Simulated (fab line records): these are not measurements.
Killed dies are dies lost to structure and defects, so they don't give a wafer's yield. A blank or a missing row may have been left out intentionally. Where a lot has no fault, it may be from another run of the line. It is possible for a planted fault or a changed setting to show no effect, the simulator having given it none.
fab line records	flow sky130
record: lots: 12	wafers: 36	last_day: 50
route steps=708 shown CAPM@537 METAL3@565 PAD_OPEN@708
lots untouched by any fault: they come from a run of this same line in which no faults occurred
start_h: the number of hours between the record's first day and the start of the first shown wafer of the lot	wait_h: time in hours since the lot's previous step	" identical to the entry in the row above	L1.1+2: a row that stands for several wafers	- value missing, or start not given	* or withheld: withheld	< > ~ a bound
route shown NAME@n: a module of which the file shows steps, and the number in the route of the first	usual: average and standard deviation across the fault-free wafers	same: alike in all rows	chamber/n: place in a boat	sites: readings site by site	_std_site: standard deviation across them	_edge_site: outer sites' mean less inner sites'	radius_mm: how far each site lies from the wafer's centre	mask NAME#n: copy n	behind: the last tool/chamber to shape the wafer	hold: cause of the lot's hold/its duration in hours/its outcome	device: names the non-switching transistor (n, p or np)	end of line: at the end of the route, the tests of the same wafers	where a step has no rows: the recipe by itself	killed: count of dies lost to structure and defects at first sort (not the wafer's yield)	map: shows each die of a wafer: x if killed, . if not, _ if none is there
set.NAME: the setting the step ran with; set.NAME@STEP: the setting that earlier step ran with	model.NAME: the simulator's own value behind a step, which no gauge read
route steps across a sampled set of lots; one table per step, one row per wafer
services: from which hour (start_h, from the record's first day; less than 0 if before it) a tool's chamber was out of use, for how many hours, and why
== steps ==
step: SKY_CAPM_CVD_00
recipe: material: SiO2	target_thk_nm: 15.5	temp_c: 400	time_s: withheld	rf_w: 450
usual: heater_power_w: 670/69
lot.wafer	tool	chamber	start_h	wait_h	heater_power_w
L187.1	pecvd-04	1	864.31	0.0	799
L187.2	"	0	"	"	590
L187.4	"	1	"	"	816
L192.2	pecvd-03	1	905.69	0.0	719
L192.4	"	2	"	"	665
L192.5	"	1	"	"	702
L193.2	pecvd-02	0	911.48	0.0	760
L193.5	"	0	"	"	762
L193.6	"	2	"	"	713
L194.2	pecvd-03	0	923.19	0.0	666
L194.4	"	2	"	"	556
L194.6	"	0	"	"	678
L195.1	pecvd-02	2	930.00	0.0	760
L195.3	"	2	"	"	770
L195.4	"	0	"	"	669
L198.1	pecvd-02	2	948.97	0.0	646
L198.2	"	1	"	"	633
L198.5	"	2	"	"	639
L203.1	pecvd-04	0	977.52	0.0	602
L203.3	"	1	"	"	771
L203.6	"	1	"	"	787
L202.1	pecvd-04	2	982.03	0.0	701
L202.2	"	0	"	"	612
L202.6	"	0	"	"	606
L206.1	pecvd-03	0	997.53	0.0	670
L206.4	"	1	"	"	684
L206.6	"	2	"	"	544
L205.1	pecvd-03	2	1005.43	0.0	680
L205.3	"	0	"	"	628
L205.5	"	0	"	"	632
L207.2	pecvd-04	2	1012.07	0.0	670
L207.5	"	0	"	"	598
L207.6	"	2	"	"	658
L208.2	pecvd-02	0	1014.40	0.0	686
L208.3	"	1	"	"	700
L208.4	"	0	"	"	693
step: SKY_METAL3_DESCUM_15
recipe: chemistry: O2	source_power_w: 150	bias_power_w: 0	pressure_mtorr: 10	temp_c: 40	time_s: 8
usual: drypump_motor_current_A: 5.5/0.53	oes_product_au: 0.998/0.0089	temp_c: 40.00/0.1
lot.wafer	tool	chamber	start_h	wait_h	drypump_motor_current_A	oes_product_au	rf_hours_counter_h	temp_c
L187.1	rie_metal-01	1	915.66	0.0	4.9	1.008	10	40.16
L187.2	"	0	"	"	5.9	1.001	1	39.98
L187.4	"	1	"	"	4.9	1.003	-	40.21
L192.2	rie_metal-02	0	956.36	0.0	5.7	0.989	19	39.93
L192.4	"	0	"	"	5.7	0.994	-	39.77
L192.5	"	1	"	"	5.1	0.990	-	40.00
L193.2	rie_metal-01	0	961.59	0.0	5.9	0.994	3	39.99
L193.5	"	1	"	"	4.9	1.005	-	39.89
L193.6	"	0	"	"	5.9	0.994	-	40.04
L194.2	rie_metal-01	0	972.14	0.0	5.9	0.997	4	40.00
L194.4	"	1	"	"	4.9	1.008	-	39.74
L194.6	"	1	"	"	4.9	1.006	-	40.07
L195.1	rie_metal-02	1	979.61	0.0	5.1	0.997	12	39.99
L195.3	"	0	"	"	5.7	0.993	-	40.07
L195.4	"	1	"	"	5.1	0.997	-	39.95
L198.1	rie_metal-02	1	997.94	0.0	5.1	1.001	14	40.09
L198.2	"	0	"	"	5.7	1.001	22	40.08
L198.5	"	0	"	"	5.7	0.989	-	40.02
L203.1	rie_metal-01	1	1025.46	0.0	4.9	1.008	15	40.19
L203.3	"	0	"	"	5.9	0.991	-	40.14
L203.6	"	0	"	"	5.9	0.994	-	40.14
L202.1	rie_metal-01	0	1030.23	0.0	5.9	0.996	7	40.02
L202.2	"	1	"	"	4.9	1.018	16	39.96
L202.6	"	0	"	"	5.9	0.994	-	39.98
L206.1	rie_metal-03	1	1044.31	0.0	5.4	1.000	10	40.07
L206.4	"	0	"	"	6.8	0.993	-	40.04
L206.6	"	1	"	"	5.4	1.000	-	40.00
L205.1	rie_metal-01	0	1051.03	0.0	5.9	0.981	8	39.80
L205.3	"	1	"	"	4.9	1.010	-	39.94
L205.5	"	1	"	"	4.9	1.015	-	40.01
L207.2	rie_metal-01	0	1057.44	0.0	5.9	0.982	9	39.99
L207.5	"	1	"	"	4.9	0.999	-	40.08
L207.6	"	0	"	"	5.9	0.969	-	40.03
L208.2	rie_metal-03	1	1059.78	0.0	5.4	1.006	11	39.98
L208.3	"	0	"	"	6.8	1.006	-	39.93
L208.4	"	1	"	"	5.5	0.995	-	39.99
step: SKY_METAL3_ETCH_17
recipe: target: SiO2	stop_on: TiN	chemistry: C4F8/O2/Ar	source_w: 1500	bias_w: 1200	pressure_mtorr: 40	c4f8_flow_sccm: withheld	O2_flow_sccm: 6	Ar_flow_sccm: 300	time_s: 3.9	target_depth_a: 150
usual: bias_w: 1200/3.3	chamber_pressure_mTorr: 40.00/0.081	oes_product_au: 0.754/0.0066
lot.wafer	tool	chamber	start_h	wait_h	bias_w	chamber_pressure_mTorr	oes_product_au	rf_hours_counter_h
L187.1	rie_diel-02	3	915.79	0.1	1201	39.98	0.746	14
L187.2	"	2	"	"	1198	39.98	0.738	9
L187.4	"	0	"	"	1202	39.99	0.748	11
L192.2	rie_diel-02	0	956.49	0.1	1198	39.92	0.751	12
L192.4	"	1	"	"	1203	39.95	0.753	14
L192.5	"	3	"	"	1201	39.95	0.758	-
L193.2	rie_diel-03	2	961.72	0.1	-	-	-	-
L193.5	"	2	"	"	-	-	-	-
L193.6	"	3	"	"	-	-	-	-
L194.2	rie_diel-03	3	972.27	0.1	-	-	-	-
L194.4	"	1	"	"	-	-	-	-
L194.6	"	0	"	"	-	-	-	-
L195.1	rie_diel-02	0	979.74	0.1	-	-	-	-
L195.3	"	1	"	"	-	-	-	-
L195.4	"	2	"	"	-	-	-	-
L198.1	rie_diel-02	3	998.07	0.1	1197	40.04	0.754	16
L198.2	"	2	"	"	1194	40.00	0.749	11
L198.5	"	2	"	"	1197	39.97	0.757	-
L203.1	rie_diel-03	2	1025.59	0.1	1201	39.97	0.749	18
L203.3	"	1	"	"	1193	39.98	0.747	20
L203.6	"	3	"	"	1201	40.03	0.744	-
L202.1	rie_diel-02	2	1030.36	0.1	1201	40.01	0.745	12
L202.2	"	1	"	"	1202	40.00	0.749	16
L202.6	"	3	"	"	1194	40.00	0.757	-
L206.1	rie_diel-04	3	1044.44	0.1	1199	40.10	0.752	7
L206.4	"	3	"	"	1194	39.88	0.769	-
L206.6	"	0	"	"	1202	39.96	0.761	-
L205.1	rie_diel-04	0	1051.16	0.1	1208	39.90	0.749	12
L205.3	"	0	"	"	1201	39.98	0.744	-
L205.5	"	3	"	"	1198	40.00	0.757	-
L207.2	rie_diel-02	0	1057.57	0.1	1196	39.99	0.746	15
L207.5	"	1	"	"	1206	39.99	0.766	-
L207.6	"	0	"	"	1199	39.99	0.754	-
L208.2	rie_diel-03	2	1059.91	0.1	1203	40.03	0.761	19
L208.3	"	1	"	"	1202	39.93	0.750	22
L208.4	"	3	"	"	1197	39.98	0.766	20
step: SKY_METAL3_STRIP_19
recipe: chemistry: O2/N2	power_w: 1400	pressure_mtorr: 1500	platen_temp_c: withheld	o2_flow_sccm: 3000	n2_flow_sccm: 300	overash_fraction: 0.5
usual: drypump_motor_current_A: 5.8/0.5	oes_product_au: 0.503/0.0048	strip_time_to_endpoint_s: 6.55/0.07
lot.wafer	tool	chamber	start_h	wait_h	drypump_motor_current_A	oes_product_au	rf_hours_counter_h	strip_time_to_endpoint_s
L187.1	plasma_asher-01	1	915.99	0.1	6.4	0.508	48	6.67
L187.2	"	0	"	"	5.3	0.502	48	6.56
L187.4	"	1	"	"	6.4	0.505	-	6.65
L192.2	plasma_asher-04	1	956.69	0.1	5.1	0.511	22	6.55
L192.4	"	1	"	"	5.1	0.506	-	6.55
L192.5	"	0	"	"	5.7	0.502	-	6.54
L193.2	plasma_asher-03	1	961.92	0.1	5.5	0.507	119	6.56
L193.5	"	1	"	"	5.5	0.504	-	6.55
L193.6	"	0	"	"	6.5	0.502	-	6.53
L194.2	plasma_asher-04	1	972.47	0.1	5.1	0.501	24	6.53
L194.4	"	1	"	"	5.1	0.497	-	6.54
L194.6	"	1	"	"	5.1	0.499	-	6.59
L195.1	plasma_asher-04	0	979.94	0.1	5.8	0.490	25	6.43
L195.3	"	0	"	"	5.8	0.503	-	6.59
L195.4	"	1	"	"	5.1	0.498	-	6.42
L198.1	plasma_asher-03	0	998.27	0.1	6.4	0.506	123	6.60
L198.2	"	1	"	"	5.6	0.504	123	6.59
L198.5	"	0	"	"	6.4	0.505	-	6.60
L203.1	plasma_asher-03	1	1025.79	0.1	5.6	0.507	125	6.43
L203.3	"	1	"	"	5.6	0.501	-	6.50
L203.6	"	1	"	"	5.6	0.509	-	6.47
L202.1	plasma_asher-01	1	1030.56	0.1	6.3	0.504	57	6.57
L202.2	"	0	"	"	5.3	0.501	57	6.50
L202.6	"	0	"	"	5.3	0.506	-	6.51
L206.1	plasma_asher-03	1	1044.64	0.1	5.6	0.501	127	6.61
L206.4	"	0	"	"	6.5	0.499	-	6.59
L206.6	"	0	"	"	6.5	0.506	-	6.63
L205.1	plasma_asher-03	1	1051.37	0.1	5.6	0.516	128	6.61
L205.3	"	0	"	"	6.5	0.511	-	6.62
L205.5	"	1	"	"	5.6	0.507	-	6.59
L207.2	plasma_asher-04	1	1057.77	0.1	5.1	0.500	32	6.57
L207.5	"	0	"	"	5.8	0.499	-	6.49
L207.6	"	1	"	"	5.1	0.498	-	6.51
L208.2	plasma_asher-01	1	1060.11	0.1	6.3	0.510	59	6.62
L208.3	"	1	"	"	6.3	0.502	-	6.62
L208.4	"	0	"	"	5.3	0.503	-	6.46
step: SKY_PAD_OPEN_PROBE_99
usual: defect_limited_yield: 82.1/1.9	killed_at_M0_to_M3: 44/7.3	killed_at_M4_up: 3.5/1.8	killed_at_contacts: 24/5.8	killed_at_front_end: 16/4.3	killed_at_other: 0.5/0.68	killed_dies: 88/9.4	killed_on_rim: 17/3.7	killed_open: 48/6.8	killed_short: 40/6.1	sort_bin_3_pad_short: 0.9/0.39	sort_bin_5_function: 10.5/1.4	sort_bin_6_memory: 6.4/1.1	sort_n_pass: 404/9.4	sort_yield_pct: 82.1/1.9
same: gross_dies: 492	killed_at_back_side: 0	sort_bin_4_leakage[%]: 0	sort_bin_8_speed[%]: 0
lot.wafer	tool	chamber	start_h	wait_h	defect_limited_yield[%]	killed_at_M0_to_M3	killed_at_M4_up	killed_at_contacts	killed_at_front_end	killed_at_other	killed_dies	killed_on_rim	killed_open	killed_short	sort_bin_3_pad_short[%]	sort_bin_5_function[%]	sort_bin_6_memory[%]	sort_n_pass	sort_yield_pct[%]
L187.1	prober-01	-	1087.03	0.1	83.9	37	5	27	9	1	79	18	43	36	0.6	9.8	5.7	413	83.9
L187.2	prober-01	-	1087.08	0.1	81.7	44	5	29	11	1	90	18	46	44	0.4	11.2	6.7	402	81.7
L187.4	prober-01	-	1087.18	0.2	82.3	40	0	34	13	0	87	21	40	47	2.0	8.7	6.9	405	82.3
L192.2	prober-01	-	1121.91	0.1	82.7	47	3	14	21	0	85	13	43	42	1.0	9.3	6.9	407	82.7
L192.4	prober-01	-	1122.01	0.2	82.9	43	3	21	14	3	84	16	44	39	0.6	10.2	6.3	408	82.9
L192.5	prober-01	-	1122.06	0.2	83.1	43	4	19	17	0	83	19	41	41	1.4	10.2	5.3	409	83.1
L193.2	prober-02	-	1125.32	0.1	0	460	2	13	16	1	492	96	39	33	1.0	95.3	3.7	0	0
L193.5	prober-02	-	1125.47	0.2	0	439	4	28	21	0	492	96	51	37	0.8	92.3	6.9	0	0
L193.6	prober-02	-	1125.52	0.2	0	454	4	19	14	1	492	96	44	42	1.4	90.4	8.1	0	0
L194.2	prober-01	-	1133.92	0.1	0	448	5	24	15	0	492	96	57	44	1.0	90.4	8.5	0	0
L194.4	prober-01	-	1134.02	0.2	0	446	1	27	18	0	492	96	46	51	1.2	91.1	7.7	0	0
L194.6	prober-01	-	1134.12	0.2	0	454	3	18	17	0	492	96	43	38	1.2	94.3	4.5	0	0
L195.1	prober-02	-	1142.25	0.1	0	437	7	35	13	0	492	96	53	54	1.6	91.9	6.5	0	0
L195.3	prober-02	-	1142.35	0.2	0	457	6	21	6	2	492	96	33	41	0.8	94.7	4.5	0	0
L195.4	prober-02	-	1142.40	0.2	0	453	4	22	13	0	492	96	42	38	1.0	94.1	4.9	0	0
L198.1	prober-02	-	1153.74	0.1	82.3	43	4	21	19	0	87	18	44	42	2.2	9.3	6.1	405	82.3
L198.2	prober-02	-	1153.79	0.1	83.3	30	8	27	17	0	82	8	44	38	1.0	10.8	4.9	410	83.3
L198.5	prober-02	-	1153.94	0.2	80.9	42	5	38	8	1	94	25	47	45	1.0	11.8	6.3	398	80.9
L203.1	prober-01	-	1174.07	0.1	83.1	42	3	16	22	0	83	15	44	38	0.4	10.6	5.9	409	83.1
L203.3	prober-01	-	1174.17	0.2	83.5	30	3	24	24	0	81	17	48	31	0.6	11.6	4.3	411	83.5
L203.6	prober-01	-	1174.32	0.2	81.3	49	2	22	18	1	92	16	47	45	0.6	10.4	7.7	400	81.3
L202.1	prober-02	-	1181.23	0.1	81.7	51	2	18	18	1	90	18	47	41	0.8	12.8	4.7	402	81.7
L202.2	prober-02	-	1181.28	0.1	81.1	50	0	25	18	0	93	19	41	49	1.6	10.6	6.7	399	81.1
L202.6	prober-02	-	1181.48	0.2	81.5	54	2	25	10	0	91	19	50	40	1.2	10.8	6.5	401	81.5
L206.1	prober-02	-	1187.72	0.1	79.5	57	5	26	13	0	101	21	65	36	0.2	11.8	8.5	391	79.5
L206.4	prober-02	-	1187.87	0.2	80.3	47	4	24	22	0	97	19	56	41	0.8	12.6	6.3	395	80.3
L206.6	prober-02	-	1187.97	0.2	85.0	37	3	20	14	0	74	13	47	27	1.0	7.7	6.3	418	85.0
L205.1	prober-01	-	1195.28	0.1	80.9	43	4	35	12	0	94	18	52	42	1.4	10.4	7.3	398	80.9
L205.3	prober-01	-	1195.38	0.2	83.7	40	3	18	19	0	80	14	49	31	0.6	8.9	6.7	412	83.7
L205.5	prober-01	-	1195.48	0.2	84.8	40	3	28	4	0	75	11	42	32	1.0	9.1	5.1	417	84.8
L207.2	prober-02	-	1198.10	0.1	82.5	41	2	26	16	1	86	17	52	32	1.0	9.3	7.1	406	82.5
L207.5	prober-02	-	1198.25	0.2	81.7	50	4	24	12	0	90	16	53	37	1.4	11.0	5.9	402	81.7
L207.6	prober-02	-	1198.30	0.2	76.4	59	5	30	19	3	116	21	62	51	2.2	12.4	8.9	376	76.4
L208.2	prober-01	-	1198.47	0.1	82.9	34	4	30	16	0	84	17	50	34	0.8	10.0	6.3	408	82.9
L208.3	prober-01	-	1198.52	0.2	83.7	38	3	29	10	0	80	16	41	39	1.2	9.1	5.9	412	83.7
L208.4	prober-01	-	1198.57	0.2	83.7	40	3	24	13	0	80	19	42	38	1.0	9.8	5.5	412	83.7
killed by level:class
L187.1 CONTACT:geometric_particle:open=13 VIA1:geometric_particle:open=8 LI_CONTACT:geometric_particle:open=6 METAL1:geometric_particle:short=6 CONTACT:geometric_particle:short=5 METAL2:geometric_particle:short=5 VIA2:geometric_particle:open=4 POLY_GATE:geometric_particle:open=3
L187.2 CONTACT:geometric_particle:open=14 VIA1:geometric_particle:open=12 CONTACT:geometric_particle:short=7 METAL2:geometric_particle:short=7 FIELD_ISO:geometric_particle:short=5 VIA1:geometric_particle:short=5 POLY_GATE:geometric_particle:short=4 LI_CONTACT:geometric_particle:open=4
L187.4 CONTACT:geometric_particle:open=11 LI_CONTACT:geometric_particle:open=8 CONTACT:geometric_particle:short=7 METAL2:geometric_particle:short=6 VIA2:geometric_particle:short=6 LOCAL_INTERCONNECT:geometric_particle:short=5 VIA1:geometric_particle:short=5 VIA2:geometric_particle:open=5
L192.2 VIA1:geometric_particle:open=10 METAL2:geometric_particle:short=7 FIELD_ISO:geometric_particle:open=6 VIA1:geometric_particle:short=6 CONTACT:geometric_particle:open=6 VIA2:geometric_particle:open=5 METAL1:geometric_particle:short=5 VIA3:geometric_particle:open=5
L192.4 VIA1:geometric_particle:open=10 LI_CONTACT:geometric_particle:open=9 METAL2:geometric_particle:short=6 POLY_GATE:geometric_particle:open=5 VIA3:geometric_particle:open=5 METAL3:geometric_particle:short=5 LI_CONTACT:geometric_particle:short=4 LOCAL_INTERCONNECT:geometric_particle:short=4
L192.5 VIA1:geometric_particle:open=9 VIA2:geometric_particle:open=6 METAL2:geometric_particle:short=5 LI_CONTACT:geometric_particle:open=5 LOCAL_INTERCONNECT:geometric_particle:short=5 METAL1:geometric_particle:short=5 FIELD_ISO:geometric_particle:short=4 CONTACT:geometric_particle:open=4
L193.2 METAL3:area_etch=420 VIA1:geometric_particle:open=8 VIA3:geometric_particle:open=5 CONTACT:geometric_particle:open=5 VIA2:geometric_particle:open=5 FIELD_ISO:geometric_particle:open=4 POLY_GATE:geometric_particle:open=4 LOCAL_INTERCONNECT:geometric_particle:short=4
L193.5 METAL3:area_etch=404 CONTACT:geometric_particle:open=12 LI_CONTACT:geometric_particle:open=8 FIELD_ISO:geometric_particle:short=7 VIA1:geometric_particle:open=7 FIELD_ISO:geometric_particle:open=6 METAL1:geometric_particle:short=6 VIA2:geometric_particle:open=5
L193.6 METAL3:area_etch=406 VIA1:geometric_particle:open=13 METAL1:geometric_particle:short=8 LI_CONTACT:geometric_particle:open=6 METAL3:geometric_particle:short=5 VIA3:geometric_particle:open=5 FIELD_ISO:geometric_particle:short=4 VIA3:geometric_particle:short=4
L194.2 METAL3:area_etch=391 VIA3:geometric_particle:open=12 VIA1:geometric_particle:open=10 LI_CONTACT:geometric_particle:open=9 CONTACT:geometric_particle:open=6 FIELD_ISO:geometric_particle:short=5 CONTACT:geometric_particle:short=5 VIA1:geometric_particle:short=5
L194.4 METAL3:area_etch=394 VIA1:geometric_particle:open=14 CONTACT:geometric_particle:open=9 METAL2:geometric_particle:short=9 CONTACT:geometric_particle:short=8 VIA3:geometric_particle:open=7 POLY_GATE:geometric_particle:short=7 VIA3:geometric_particle:short=7
L194.6 METAL3:area_etch=411 VIA3:geometric_particle:open=10 VIA1:geometric_particle:open=9 VIA2:geometric_particle:open=8 CONTACT:geometric_particle:open=7 CONTACT:geometric_particle:short=6 POLY_GATE:geometric_particle:short=5 METAL2:geometric_particle:short=5
L195.1 METAL3:area_etch=384 CONTACT:geometric_particle:open=13 VIA1:geometric_particle:open=12 METAL1:geometric_particle:short=10 LOCAL_INTERCONNECT:geometric_particle:short=8 FIELD_ISO:geometric_particle:short=5 LI_CONTACT:geometric_particle:open=5 CONTACT:geometric_particle:short=5
L195.3 METAL3:area_etch=418 CONTACT:geometric_particle:open=8 VIA1:geometric_particle:open=6 VIA2:geometric_particle:open=6 CONTACT:geometric_particle:short=5 METAL2:geometric_particle:short=5 VIA3:geometric_particle:open=4 VIA3:geometric_particle:short=4
L195.4 METAL3:area_etch=412 VIA1:geometric_particle:open=8 CONTACT:geometric_particle:open=7 VIA2:geometric_particle:open=7 LOCAL_INTERCONNECT:geometric_particle:short=6 METAL2:geometric_particle:short=6 LI_CONTACT:geometric_particle:open=5 POLY_GATE:geometric_particle:short=4
L198.1 CONTACT:geometric_particle:open=11 VIA1:geometric_particle:open=11 METAL2:geometric_particle:short=7 FIELD_ISO:geometric_particle:short=5 METAL1:geometric_particle:short=5 VIA3:geometric_particle:open=5 POLY_GATE:geometric_particle:open=4 METAL4:geometric_particle:short=4
L198.2 LI_CONTACT:geometric_particle:open=9 LOCAL_INTERCONNECT:geometric_particle:short=8 VIA3:geometric_particle:open=8 CONTACT:geometric_particle:open=7 METAL4:geometric_particle:short=7 VIA1:geometric_particle:open=7 POLY_GATE:geometric_particle:short=5 FIELD_ISO:geometric_particle:open=4
L198.5 CONTACT:geometric_particle:open=15 VIA1:geometric_particle:open=10 LI_CONTACT:geometric_particle:open=7 LOCAL_INTERCONNECT:geometric_particle:short=7 METAL1:geometric_particle:short=6 VIA1:geometric_particle:short=5 FIELD_ISO:geometric_particle:short=4 VIA3:geometric_particle:short=4
L203.1 VIA1:geometric_particle:open=9 FIELD_ISO:geometric_particle:open=7 POLY_GATE:geometric_particle:short=6 CONTACT:geometric_particle:open=6 VIA3:geometric_particle:open=6 LI_CONTACT:geometric_particle:open=5 VIA1:geometric_particle:short=5 VIA2:geometric_particle:short=5
L203.3 CONTACT:geometric_particle:open=11 FIELD_ISO:geometric_particle:short=9 VIA1:geometric_particle:open=7 LI_CONTACT:geometric_particle:open=6 FIELD_ISO:geometric_particle:open=5 VIA3:geometric_particle:open=5 METAL2:geometric_particle:open=4 POLY_GATE:geometric_particle:short=3
L203.6 VIA1:geometric_particle:open=13 CONTACT:geometric_particle:open=11 LI_CONTACT:geometric_particle:open=6 METAL1:geometric_particle:short=5 VIA3:geometric_particle:short=5 VIA1:geometric_particle:short=5 METAL2:geometric_particle:short=5 FIELD_ISO:geometric_particle:short=4
L202.1 VIA1:geometric_particle:open=15 METAL1:geometric_particle:short=7 FIELD_ISO:geometric_particle:short=6 CONTACT:geometric_particle:open=6 VIA2:geometric_particle:open=6 VIA3:geometric_particle:open=6 CONTACT:geometric_particle:short=5 VIA1:geometric_particle:short=5
L202.2 VIA2:geometric_particle:open=8 POLY_GATE:geometric_particle:short=7 LI_CONTACT:geometric_particle:short=7 LI_CONTACT:geometric_particle:open=7 VIA1:geometric_particle:open=7 VIA1:geometric_particle:short=7 METAL2:geometric_particle:short=6 VIA3:geometric_particle:open=6
L202.6 VIA1:geometric_particle:open=12 VIA2:geometric_particle:open=11 CONTACT:geometric_particle:open=9 LI_CONTACT:geometric_particle:open=7 METAL2:geometric_particle:short=7 VIA3:geometric_particle:open=6 METAL1:geometric_particle:short=5 METAL3:geometric_particle:short=5
L206.1 CONTACT:geometric_particle:open=11 VIA1:geometric_particle:open=11 VIA1:geometric_particle:short=10 VIA3:geometric_particle:open=10 LI_CONTACT:geometric_particle:open=8 VIA2:geometric_particle:open=8 POLY_GATE:geometric_particle:open=6 VIA2:geometric_particle:short=6
L206.4 VIA1:geometric_particle:open=10 FIELD_ISO:geometric_particle:open=8 CONTACT:geometric_particle:open=8 VIA2:geometric_particle:open=8 LI_CONTACT:geometric_particle:open=6 METAL2:geometric_particle:short=6 VIA3:geometric_particle:open=6 POLY_GATE:geometric_particle:short=4
L206.6 CONTACT:geometric_particle:open=10 VIA1:geometric_particle:open=10 LI_CONTACT:geometric_particle:open=6 FIELD_ISO:geometric_particle:short=5 METAL3:geometric_particle:short=4 METAL1:geometric_particle:short=4 VIA1:geometric_particle:short=4 VIA2:geometric_particle:open=4
L205.1 VIA1:geometric_particle:open=13 LI_CONTACT:geometric_particle:open=12 CONTACT:geometric_particle:open=8 CONTACT:geometric_particle:short=7 METAL2:geometric_particle:short=7 FIELD_ISO:geometric_particle:open=6 LI_CONTACT:geometric_particle:short=5 METAL3:geometric_particle:short=5
L205.3 VIA1:geometric_particle:open=10 CONTACT:geometric_particle:open=7 FIELD_ISO:geometric_particle:open=6 METAL1:geometric_particle:short=6 FIELD_ISO:geometric_particle:short=5 LI_CONTACT:geometric_particle:open=5 VIA2:geometric_particle:open=5 METAL2:geometric_particle:open=4
L205.5 VIA1:geometric_particle:open=10 CONTACT:geometric_particle:open=10 LI_CONTACT:geometric_particle:open=8 METAL1:geometric_particle:short=7 LOCAL_INTERCONNECT:geometric_particle:short=6 METAL2:geometric_particle:short=5 VIA2:geometric_particle:open=5 VIA3:geometric_particle:open=4
L207.2 VIA1:geometric_particle:open=15 CONTACT:geometric_particle:open=9 LI_CONTACT:geometric_particle:open=7 CONTACT:geometric_particle:short=6 POLY_GATE:geometric_particle:open=4 METAL1:geometric_particle:short=4 METAL2:geometric_particle:short=4 VIA2:geometric_particle:open=4
L207.5 LI_CONTACT:geometric_particle:open=10 VIA2:geometric_particle:open=10 VIA1:geometric_particle:open=8 VIA3:geometric_particle:open=8 CONTACT:geometric_particle:open=6 VIA1:geometric_particle:short=5 METAL2:geometric_particle:short=4 LOCAL_INTERCONNECT:geometric_particle:short=4
L207.6 VIA1:geometric_particle:open=15 VIA3:geometric_particle:open=12 LI_CONTACT:geometric_particle:open=8 CONTACT:geometric_particle:open=7 CONTACT:geometric_particle:short=7 VIA1:geometric_particle:short=7 FIELD_ISO:geometric_particle:open=6 LI_CONTACT:geometric_particle:short=6
L208.2 CONTACT:geometric_particle:open=11 VIA1:geometric_particle:open=9 LI_CONTACT:geometric_particle:open=8 FIELD_ISO:geometric_particle:short=7 VIA3:geometric_particle:open=7 POLY_GATE:geometric_particle:short=4 LI_CONTACT:geometric_particle:short=4 LOCAL_INTERCONNECT:geometric_particle:short=4
L208.3 CONTACT:geometric_particle:open=10 LI_CONTACT:geometric_particle:open=7 CONTACT:geometric_particle:short=6 VIA2:geometric_particle:short=6 VIA1:geometric_particle:open=5 VIA1:geometric_particle:short=5 VIA3:geometric_particle:open=5 FIELD_ISO:geometric_particle:open=4
L208.4 VIA1:geometric_particle:open=11 LI_CONTACT:geometric_particle:open=7 CONTACT:geometric_particle:open=7 VIA1:geometric_particle:short=7 VIA2:geometric_particle:open=6 CONTACT:geometric_particle:short=5 METAL2:geometric_particle:short=5 POLY_GATE:geometric_particle:open=4
== services ==
tool	chamber	start_h	hours	kind
pecvd-03	2	841.07	19.7	repair
pecvd-03	0	843.48	5.1	repair
rie_diel-02	2	844.96	7.2	repair
rie_diel-03	-	852.50	1.5	repair
rie_diel-03	2	861.37	11.7	repair
rie_diel-02	-	874.98	0.5	repair
rie_diel-03	1	886.51	6.2	repair
pecvd-03	0	893.19	18.7	repair
rie_diel-03	2	897.97	2.9	repair
pecvd-02	-	900.56	1.8	repair
pecvd-02	1	908.51	21.8	repair
rie_metal-01	-	910.34	0.9	repair
rie_diel-03	-	931.91	0.8	repair
rie_diel-02	-	932.82	14.6	pm
plasma_asher-03	-	933.10	1.2	repair
rie_metal-01	1	936.75	1.5	repair
plasma_asher-04	-	939.07	6.7	pm
pecvd-02	-	977.24	1.2	repair
rie_metal-01	1	995.34	4.5	repair
rie_diel-02	1	1007.21	2.4	repair
plasma_asher-03	-	1008.37	1.1	repair
rie_diel-02	0	1017.41	1.6	repair
rie_diel-02	-	1019.78	1.1	repair
plasma_asher-03	-	1055.25	9.0	pm
== key ==
first_sign: step: SKY_METAL3_ETCH_17	reading: tool_record	direction: missing
effect: step: SKY_PAD_OPEN_PROBE_99	reading: sort_bin_5_function	direction: up	sigmas: 60	usual: 10.5	struck: 92.7
more_kills_born_at: SKY_METAL3_ETCH_17@rie_diel-03: 2421	SKY_METAL3_ETCH_17@rie_diel-02: 1214
met_at SKY_METAL3_ETCH_17
struck_lots L193,L194,L195
later_rows_left_out L193.2,L193.5,L193.6,L194.2,L194.4,L194.6,L195.1,L195.3,L195.4
not_acting_at SKY_CAPM_CVD_00,SKY_METAL3_DESCUM_15,SKY_METAL3_STRIP_19
onset_between 956.49 961.72
fault: kind: skipped_step_whole	tool: rie_diel-02,rie_diel-03	chamber: -	onset_h: 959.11	steps: SKY_METAL3_ETCH_17	scope: struck_lots_only
later_rows_left_out: the simulator's readings of these wafers behind a module that went badly wrong aren't trusted and aren't shown, but for the sort
